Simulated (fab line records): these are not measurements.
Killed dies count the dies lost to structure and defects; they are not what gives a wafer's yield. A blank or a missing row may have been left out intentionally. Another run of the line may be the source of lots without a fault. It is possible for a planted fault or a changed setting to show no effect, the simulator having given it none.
What tool caused it? :: flow gf180mcu :: Sampling: 6 lots, 18 wafers, 2 of 602 route steps

== WHAT THE GAUGES SHOWED, per wafer ==
GF_VT_IMPLANT_TW_MEAS_32.
lot: L294
measured: day 7 03:43
on: filmMetro-03
VT_IMPLANT_3_TW: 268.3 266.7 267.8

lot: L296
measured: day 7 18:51
on: filmMetro-03
VT_IMPLANT_3_TW: 267.3 267.5 268.0

lot: L298
measured: day 8 08:04
on: filmMetro-04
VT_IMPLANT_3_TW: 270.8 271.2 270.9

lot: L300
measured: day 8 20:47
on: filmMetro-01
VT_IMPLANT_3_TW: 267.6 269.2 268.4

lot: L306
measured: day 10 12:29
on: filmMetro-04
VT_IMPLANT_3_TW: 270.9 272.6 263.7

lot: L314
measured: day 12 13:27
on: filmMetro-03
VT_IMPLANT_3_TW: 265.3 266.0 266.5

== WHAT TOOL EACH LOT RAN ON (gives the tool, then ch and the chambers of the sampled wafers, and finally the start) ==
lot: L294
GF_VT_IMPLANT_IMPLANT_30: implanter-02 ch 0, day 7 03:30

lot: L296
GF_VT_IMPLANT_IMPLANT_30: implanter-03 ch 0, day 7 18:36

lot: L298
GF_VT_IMPLANT_IMPLANT_30: implanter-03 ch 0, day 8 07:49

lot: L300
GF_VT_IMPLANT_IMPLANT_30: implanter-02 ch 0, day 8 20:32

lot: L306
GF_VT_IMPLANT_IMPLANT_30: implanter-02 ch 0, day 10 12:16

lot: L314
GF_VT_IMPLANT_IMPLANT_30: implanter-04 ch 0, day 12 13:12
- GF_VT_IMPLANT_IMPLANT_30

== THE ANSWER, worked out from the rows above alone ==
Rule: the lots themselves supply what counts as usual. The widest of any qualifying gaps counts: lots, ordered by their means at a reading, are off when they make up no more than a third of the lots, leave a main group of 4 or more, and stand apart from it by 3 or more times the standard deviation of that group's means. If all means in a main group match to the digits the tables above print for the reading, that group is not used. Also off: a lot with no number at a reading for which 4 or more lots have one. Any other lot the step has rows for is counted as sound.
Across all readings shown, no lot is off: no conclusion can be drawn from this.

== WHAT HAD BEEN PUT IN BY THE SIMULATOR ==
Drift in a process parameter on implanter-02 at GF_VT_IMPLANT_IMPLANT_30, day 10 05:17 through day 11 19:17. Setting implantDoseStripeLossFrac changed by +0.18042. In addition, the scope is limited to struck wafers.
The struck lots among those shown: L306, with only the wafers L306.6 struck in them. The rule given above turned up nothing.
